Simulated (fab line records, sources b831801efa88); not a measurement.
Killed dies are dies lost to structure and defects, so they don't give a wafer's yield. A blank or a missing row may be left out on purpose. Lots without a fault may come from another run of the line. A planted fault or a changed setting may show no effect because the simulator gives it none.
fab line records | flow sky130
record lots=6 wafers=18 last_day=50
route steps=708 shown GATE_OXIDE@201 POLY_GATE@204 RES_PROTECT@206 PAD_OPEN@708
lots that met no fault: from a run of the same line without faults
start_h: hours from the record's first day to the start of the lot's first wafer shown | wait_h: hours since the lot's step before | " the same as in the row above | L1.1+2: a row that stands for several wafers | - no value, or no start given | * or withheld: withheld | < > ~ a bound
route shown NAME@n: a module of which the file shows steps, and the number in the route of the first | usual: mean/standard deviation of fault-free wafers | same: alike in all rows | chamber/n: place in a boat | sites: the reading at each site | _std_site: their standard deviation | _edge_site: outer sites' mean less inner sites' | radius_mm: how far each site lies from the wafer's centre | mask NAME#n: copy n | behind: the tool/chamber that last shaped the wafer | hold: why the lot was held/for how many hours/how that ended | device: the transistor (n, p or np) that didn't switch | end of line: the same wafers' tests at the end of the route | a step without rows: its recipe alone | killed: dies lost to structure and defects at the first sort, not the wafer's yield | map: a wafer's dies, x killed, . not, _ none there
set.NAME: the setting as run; set.NAME@STEP: as run at that earlier step | model.NAME: the simulator's own value behind a step, which no gauge read
lots at some steps of the route; a table a step, a row a wafer
services: from which hour (start_h, from the record's first day; less than 0 if before it) a tool's chamber was out of use, for how many hours, and why
## steps
# step SKY_GATE_OXIDE_TW_MEAS_14
# usual GATE_OXIDE_TW=224/4.2
# columns lot.wafer tool chamber start_h wait_h GATE_OXIDE_TW
L684.2 film_metro-01 - 320.72 0.1 219
L684.5 " - " " 218
L684.6 " - " " 219
L686.2 film_metro-04 - 339.61 0.1 226
L686.4 " - " " 225
L686.5 " - " " 226
L687.1 film_metro-03 - 351.44 0.1 228
L687.2 " - " " 228
L687.6 " - " " 229
L695.2 film_metro-03 - 427.97 0.1 228
L695.4 " - " " 228
L695.5 " - " " 229
L699.1 film_metro-01 - 458.32 0.1 217
L699.2 " - " " 218
L699.4 " - " " 217
L703.1 film_metro-03 - 489.15 0.1 228
L703.3 " - " " 229
L703.6 " - " " 229
# step SKY_GATE_OXIDE_CLEAN_15
# recipe chemistry=SC1/SC2 mix=1:4:20 temp_c=70 time_s=150 dry=n2_spin
# step SKY_GATE_OXIDE_OXIDATION_16
# recipe temp_c=800 ambient=O2 idle_temp_c=700 ramp_up_c_per_min=10 ramp_down_c_per_min=3 stabilise_s=600 purge_s=300 target_thk_a=35.7 ox_time_s=1915
# step SKY_POLY_GATE_CVD_00
# recipe material=poly-Si target_thk_nm=180 temp_c=620 time_s=720 pressure_mtorr=200
# step SKY_POLY_GATE_THK_MEAS_01
# recipe reads=poly-Si_of_POLY_GATE_CVD_00
# usual POLY_GATE_CVD_00_THK=180.6/1.5
# columns lot.wafer tool chamber start_h wait_h POLY_GATE_CVD_00_THK[nm]
L684.2 film_metro-01 - 323.75 0.0 181.0
L684.5 " - " " 181.0
L684.6 " - " " 182.3
L686.2 film_metro-04 - 344.14 0.0 180.6
L686.4 " - " " 180.2
L686.5 " - " " 180.8
L687.1 film_metro-02 - 362.92 0.0 180.0
L687.2 " - " " 180.1
L687.6 " - " " 179.9
L695.2 film_metro-04 - 431.84 0.0 180.5
L695.4 " - " " 180.7
L695.5 " - " " 181.8
L699.1 film_metro-04 - 461.40 0.0 181.7
L699.2 " - " " 182.0
L699.4 " - " " 182.0
L703.1 film_metro-04 - 491.99 0.0 181.5
L703.3 " - " " 180.7
L703.6 " - " " 182.0
# step SKY_RES_PROTECT_DEHYDRATE_00
# recipe temp_c=200 time_s=60
# step SKY_RES_PROTECT_HMDS_01
# recipe prime_time_s=60 prime_temp_c=120
# step SKY_RES_PROTECT_COAT_02
# recipe resist=NOVOLAK spin_rpm=3000 resist_thk_nm=1140
# step SKY_RES_PROTECT_SOFTBAKE_03
# recipe temp_c=90 time_s=60 resist=NOVOLAK
# step SKY_RES_PROTECT_EXPOSE_04
# recipe mask_id=RPM na=0.6 source_shape=conventional sigma_outer=0.6 polarization=unpolarized target_cd_nm=1270 dose_mj=131
# step SKY_RES_PROTECT_PEB_05
# recipe temp_c=withheld time_s=* resist=NOVOLAK
# step SKY_RES_PROTECT_DEVELOP_06
# recipe resist=NOVOLAK developer=TMAH develop_time_s=60 dev_temp_c=23
# step SKY_POLY_GATE_IMPLANT_02
# recipe species=P energy_kev=30 dose_cm2=7.7e+15 tilt_deg=0
# usual beam_energy_keV=30.001/0.0095 beam_on_s=32.4/1.3 dose_ions_cm2=7.7e+15/8.8e+12
# columns lot.wafer tool chamber start_h wait_h beam_energy_keV beam_on_s dose_ions_cm2
L684.2 implanter-03 0 350.71 0.1 29.993 31.2 7.698e+15
L684.5 " 0 " " 30.009 30.6 7.709e+15
L684.6 " 0 " " 30.012 30.6 7.708e+15
L686.2 implanter-01 0 370.61 0.1 29.988 31.8 7.714e+15
L686.4 " 0 " " 29.988 33.0 7.706e+15
L686.5 " 0 " " 29.988 32.2 7.704e+15
L687.1 implanter-04 0 390.42 0.1 29.995 33.4 7.698e+15
L687.2 " 0 " " 29.987 34.9 7.711e+15
L687.6 " 0 " " 29.999 33.4 7.709e+15
L695.2 implanter-01 0 462.30 0.1 30.017 22.4 5.366e+15
L695.4 " 0 " " 30.014 22.1 5.374e+15
L695.5 " 0 " " 30.016 23.5 5.384e+15
L699.1 implanter-01 0 491.48 0.1 29.999 22.2 5.375e+15
L699.2 " 0 " " 30.002 22.6 5.375e+15
L699.4 " 0 " " 29.998 22.7 5.354e+15
L703.1 implanter-03 0 522.48 0.1 30.009 31.5 7.695e+15
L703.3 " 0 " " 30.004 31.8 7.692e+15
L703.6 " 0 " " 29.991 30.8 7.694e+15
# step SKY_RES_PROTECT_STRIP_07
# recipe chemistry=O2/N2 power_w=1400 pressure_mtorr=1500 platen_temp_c=withheld o2_flow_sccm=3000 n2_flow_sccm=300 overash_fraction=0.5
# usual drypump_motor_current_A=5.6/0.5 oes_product_au=0.518/0.0044 strip_time_to_endpoint_s=23.32/0.053
# columns lot.wafer tool chamber start_h wait_h drypump_motor_current_A oes_product_au rf_hours_counter_h strip_time_to_endpoint_s
L684.2 plasma_asher-02 0 350.83 0.1 5.3 0.517 57 23.37
L684.5 " 0 " " 5.3 0.515 - 23.35
L684.6 " 1 " " 6.3 0.525 - 23.40
L686.2 plasma_asher-03 1 370.73 0.1 5.1 0.515 24 23.40
L686.4 " 1 " " 5.1 0.518 - 23.39
L686.5 " 0 " " 5.6 0.521 - 23.34
L687.1 plasma_asher-03 1 390.57 0.1 5.1 0.522 26 23.38
L687.2 " 0 " " 5.6 0.516 26 23.33
L687.6 " 1 " " 5.1 0.520 - 23.33
L695.2 plasma_asher-03 0 462.43 0.1 5.6 0.525 34 21.84
L695.4 " 0 " " 5.6 0.541 - 21.83
L695.5 " 0 " " 5.6 0.539 - 21.84
L699.1 plasma_asher-04 0 491.63 0.1 5.3 0.543 75 21.89
L699.2 " 1 " " 6.4 0.540 75 21.90
L699.4 " 0 " " 5.3 0.541 - 21.88
L703.1 plasma_asher-02 1 522.63 0.1 6.3 0.514 73 23.28
L703.3 " 1 " " 6.3 0.521 - 23.21
L703.6 " 0 " " 5.4 0.527 - 23.27
# step SKY_RES_PROTECT_TW_MEAS_08
# usual POLY_GATE_TW=4017/61
# columns lot.wafer tool chamber start_h wait_h POLY_GATE_TW
L684.2 film_metro-03 - 350.94 0.1 4108
L684.5 " - " " 4097
L684.6 " - " " 4112
L686.2 film_metro-02 - 370.84 0.1 4037
L686.4 " - " " 4030
L686.5 " - " " 4037
L687.1 film_metro-02 - 390.67 0.1 4012
L687.2 " - " " 4019
L687.6 " - " " 4004
L695.2 film_metro-02 - 462.54 0.1 3933
L695.4 " - " " 3931
L695.5 " - " " 3903
L699.1 film_metro-02 - 491.73 0.1 3923
L699.2 " - " " 3934
L699.4 " - " " 3926
L703.1 film_metro-02 - 522.73 0.1 3989
L703.3 " - " " 4006
L703.6 " - " " 3993
# step SKY_PAD_OPEN_PROBE_99
# usual killed_at_M0_to_M3=43/7.1 killed_at_M4_up=3.2/1.7 killed_at_contacts=24/5.6 killed_at_front_end=16/5 killed_at_other=0.4/0.68 killed_dies=86/9.3 killed_open=47/7.1 killed_short=39/5.7
# same gross_dies=492 killed_at_back_side=0
# columns lot.wafer tool chamber start_h wait_h killed_at_M0_to_M3 killed_at_M4_up killed_at_contacts killed_at_front_end killed_at_other killed_dies killed_open killed_short model.etest.res_poly.line_ohm_um model.etest.licon_poly.rc_ohm model.etest.res_poly.rs_ohm_sq model.etest.res_poly.rs_ohm_sq_range model.etest.res_poly.rs_ohm_sq_rim_less_centre
L684.2 prober-01 - 1090.67 0.1 42 3 31 28 0 104 62 42 483.2 152.3 48.19 1.191 0.8219
L684.5 prober-01 - 1090.82 0.2 35 3 18 16 0 72 47 25 491.6 152.6 48.67 1.223 -0.3998
L684.6 prober-01 - 1090.87 0.2 50 3 25 23 0 101 52 48 492 151 47.63 0.7667 0.03032
L686.2 prober-01 - 1102.45 0.1 51 5 15 14 2 87 51 36 514.4 153.9 47.97 0.9519 0.0008331
L686.4 prober-01 - 1102.55 0.2 46 0 25 10 0 81 45 35 513.4 148.1 49.1 0.9612 -0.5641
L686.5 prober-01 - 1102.60 0.2 40 1 21 10 0 72 36 36 519.7 151.7 48.27 0.9503 0.1615
L687.1 prober-02 - 1111.09 0.1 37 3 19 23 0 82 42 40 481 158.9 48.17 1.283 -0.7969
L687.2 prober-02 - 1111.14 0.1 31 1 18 18 0 68 33 35 528.9 153.8 49.1 1.211 -0.4838
L687.6 prober-02 - 1111.34 0.2 32 1 28 20 0 81 42 39 516.8 153.1 49.36 1.015 -0.7249
L695.2 prober-02 - 1155.68 0.1 54 1 18 19 1 93 62 30 709.4 243.6 67.17 3.707 -3.275
L695.4 prober-02 - 1155.78 0.2 38 1 34 17 0 90 49 41 741 261.4 67.21 4.239 -1.934
L695.5 prober-02 - 1155.83 0.2 43 1 15 13 0 72 45 27 724.1 235.4 65.8 4.177 -3.338
L699.1 prober-02 - 1174.59 0.1 40 5 22 16 0 83 37 46 729 244.9 65.69 3.21 -1.082
L699.2 prober-02 - 1174.64 0.1 45 3 26 16 1 91 43 48 722.8 253.4 66.18 2.418 -1.09
L699.4 prober-02 - 1174.74 0.2 37 6 26 19 1 89 49 40 703.7 244.8 65.11 3.776 -1.024
L703.1 prober-01 - 1191.95 0.1 50 3 27 22 0 102 55 47 499.2 150.8 47.48 0.9272 -0.4994
L703.3 prober-01 - 1192.05 0.2 40 4 18 22 0 84 47 37 504.4 147.1 48 0.8284 -0.17
L703.6 prober-01 - 1192.20 0.2 36 2 30 21 0 89 49 40 489.2 147.9 48.06 1.014 0.03783
# killed by level:class
L684.2 CONTACT:geometric_particle:open=12 VIA1:geometric_particle:open=11 VIA2:geometric_particle:open=9 POLY_GATE:geometric_particle:open=7 FIELD_ISO:geometric_particle:open=6 VIA3:geometric_particle:open=6 POLY_GATE:geometric_particle:short=5 LI_CONTACT:geometric_particle:short=5
L684.5 VIA1:geometric_particle:open=12 CONTACT:geometric_particle:open=9 POLY_GATE:geometric_particle:short=5 POLY_GATE:geometric_particle:open=5 LI_CONTACT:geometric_particle:open=5 VIA2:geometric_particle:open=5 VIA3:geometric_particle:open=4 FIELD_ISO:geometric_particle:open=3
L684.6 VIA2:geometric_particle:open=15 VIA1:geometric_particle:open=9 CONTACT:geometric_particle:open=7 FIELD_ISO:geometric_particle:open=6 CONTACT:geometric_particle:short=6 POLY_GATE:geometric_particle:short=6 VIA3:geometric_particle:open=6 FIELD_ISO:geometric_particle:short=5
L686.2 VIA1:geometric_particle:open=15 VIA2:geometric_particle:open=9 POLY_GATE:geometric_particle:open=6 VIA3:geometric_particle:short=5 CONTACT:geometric_particle:open=5 VIA1:geometric_particle:short=5 LI_CONTACT:geometric_particle:open=4 VIA2:geometric_particle:short=4
L686.4 VIA1:geometric_particle:open=12 LI_CONTACT:geometric_particle:open=9 VIA3:geometric_particle:open=9 VIA2:geometric_particle:open=7 LOCAL_INTERCONNECT:geometric_particle:short=6 CONTACT:geometric_particle:open=6 FIELD_ISO:geometric_particle:short=5 METAL2:geometric_particle:short=5
L686.5 VIA1:geometric_particle:open=11 VIA2:geometric_particle:open=6 CONTACT:geometric_particle:short=5 CONTACT:geometric_particle:open=5 METAL2:geometric_particle:short=5 VIA3:geometric_particle:open=5 VIA1:geometric_particle:short=4 FIELD_ISO:geometric_particle:open=4
L687.1 VIA1:geometric_particle:open=8 FIELD_ISO:geometric_particle:open=7 LI_CONTACT:geometric_particle:open=7 METAL1:geometric_particle:short=6 CONTACT:geometric_particle:open=5 FIELD_ISO:geometric_particle:short=4 CONTACT:geometric_particle:short=4 VIA3:geometric_particle:short=4
L687.2 FIELD_ISO:geometric_particle:short=6 METAL1:geometric_particle:short=6 VIA1:geometric_particle:open=6 VIA3:geometric_particle:open=6 CONTACT:geometric_particle:open=5 LI_CONTACT:geometric_particle:short=4 VIA2:geometric_particle:open=4 FIELD_ISO:geometric_particle:open=3
L687.6 CONTACT:geometric_particle:open=13 METAL2:geometric_particle:short=9 FIELD_ISO:geometric_particle:short=8 VIA1:geometric_particle:short=8 LI_CONTACT:geometric_particle:open=7 VIA1:geometric_particle:open=5 FIELD_ISO:geometric_particle:open=4 LOCAL_INTERCONNECT:geometric_particle:short=4
L695.2 VIA1:geometric_particle:open=21 CONTACT:geometric_particle:open=8 VIA3:geometric_particle:open=7 POLY_GATE:geometric_particle:open=6 LI_CONTACT:geometric_particle:open=6 VIA1:geometric_particle:short=6 VIA3:geometric_particle:short=5 METAL1:geometric_particle:short=4
L695.4 CONTACT:geometric_particle:open=16 VIA1:geometric_particle:open=11 VIA3:geometric_particle:short=7 LI_CONTACT:geometric_particle:open=6 FIELD_ISO:geometric_particle:open=5 CONTACT:geometric_particle:short=5 LOCAL_INTERCONNECT:geometric_particle:short=4 METAL1:geometric_particle:short=4
L695.5 VIA1:geometric_particle:open=9 METAL1:geometric_particle:short=7 VIA3:geometric_particle:open=7 POLY_GATE:geometric_particle:open=6 LI_CONTACT:geometric_particle:open=6 CONTACT:geometric_particle:open=4 VIA1:geometric_particle:short=4 METAL2:geometric_particle:open=4
L699.1 CONTACT:geometric_particle:short=7 CONTACT:geometric_particle:open=7 VIA1:geometric_particle:open=7 METAL1:geometric_particle:short=6 VIA1:geometric_particle:short=6 VIA3:geometric_particle:open=6 FIELD_ISO:geometric_particle:short=5 POLY_GATE:geometric_particle:open=4
L699.2 METAL2:geometric_particle:short=10 VIA1:geometric_particle:open=8 CONTACT:geometric_particle:short=8 CONTACT:geometric_particle:open=7 VIA3:geometric_particle:open=6 FIELD_ISO:geometric_particle:short=5 LI_CONTACT:geometric_particle:open=5 METAL2:geometric_particle:open=5
L699.4 CONTACT:geometric_particle:open=13 VIA1:geometric_particle:open=8 FIELD_ISO:geometric_particle:open=6 VIA3:geometric_particle:open=6 POLY_GATE:geometric_particle:short=5 LI_CONTACT:geometric_particle:open=5 METAL2:geometric_particle:short=5 METAL1:geometric_particle:short=5
L703.1 VIA1:geometric_particle:open=11 CONTACT:geometric_particle:open=10 METAL1:geometric_particle:short=7 LI_CONTACT:geometric_particle:open=6 FIELD_ISO:geometric_particle:short=5 FIELD_ISO:geometric_particle:open=5 CONTACT:geometric_particle:short=5 METAL2:geometric_particle:short=5
L703.3 VIA1:geometric_particle:open=9 FIELD_ISO:geometric_particle:open=7 VIA2:geometric_particle:open=7 LI_CONTACT:geometric_particle:open=7 VIA1:geometric_particle:short=7 POLY_GATE:geometric_particle:short=5 POLY_GATE:geometric_particle:open=5 METAL1:geometric_particle:short=5
L703.6 LI_CONTACT:geometric_particle:open=12 CONTACT:geometric_particle:open=10 POLY_GATE:geometric_particle:short=8 FIELD_ISO:geometric_particle:open=7 VIA1:geometric_particle:open=7 VIA3:geometric_particle:open=6 LI_CONTACT:geometric_particle:short=5 METAL1:geometric_particle:short=5
## services
# columns tool chamber start_h hours kind
implanter-04 - 328.76 6.2 repair
plasma_asher-02 - 330.31 2.3 repair
implanter-03 - 334.44 2.4 repair
plasma_asher-02 - 379.06 1.5 repair
implanter-04 - 419.71 4.8 repair
implanter-01 - 431.34 1.6 pm
plasma_asher-02 - 455.62 10.8 repair
implanter-03 - 460.93 2.2 repair
implanter-01 - 483.29 4.3 pm
plasma_asher-02 - 497.04 0.8 repair
implanter-01 - 522.02 2.6 repair
## key
first_sign step=SKY_POLY_GATE_IMPLANT_02 reading=dose_ions_cm2 direction=down sigmas=99+ usual=* struck=*
effect step=SKY_POLY_GATE_IMPLANT_02 reading=beam_on_s direction=down sigmas=7.6 usual=32.4 struck=22.6
effect step=SKY_RES_PROTECT_STRIP_07 reading=strip_time_to_endpoint_s direction=down sigmas=27 usual=* struck=*
effect step=SKY_RES_PROTECT_TW_MEAS_08 reading=POLY_GATE_TW direction=down sigmas=1.5 usual=4017 struck=3925
model_effect step=SKY_PAD_OPEN_PROBE_99 value=etest.res_poly.line_ohm_um without=516.9 struck=721.7
met_at SKY_POLY_GATE_IMPLANT_02
struck_wafers L695.2,L695.4,L695.5,L699.1,L699.2,L699.4
tester_left_out L695,L699
onset_between 370.61 462.30
fault kind=process_parameter_drift tool=implanter-01 chamber=- onset_h=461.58 steps=SKY_POLY_GATE_IMPLANT_02 channel=dose_cm2 offset=* shape=step end_h=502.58 acts_in=* stated=*
# tester_left_out: of these lots the tester's yield and bins aren't shown, on N5 and GAA mostly nor the transistor test; their killed dies are dies lost to structure and defects alone, not to doping, threshold or leakage, so they don't give the yield
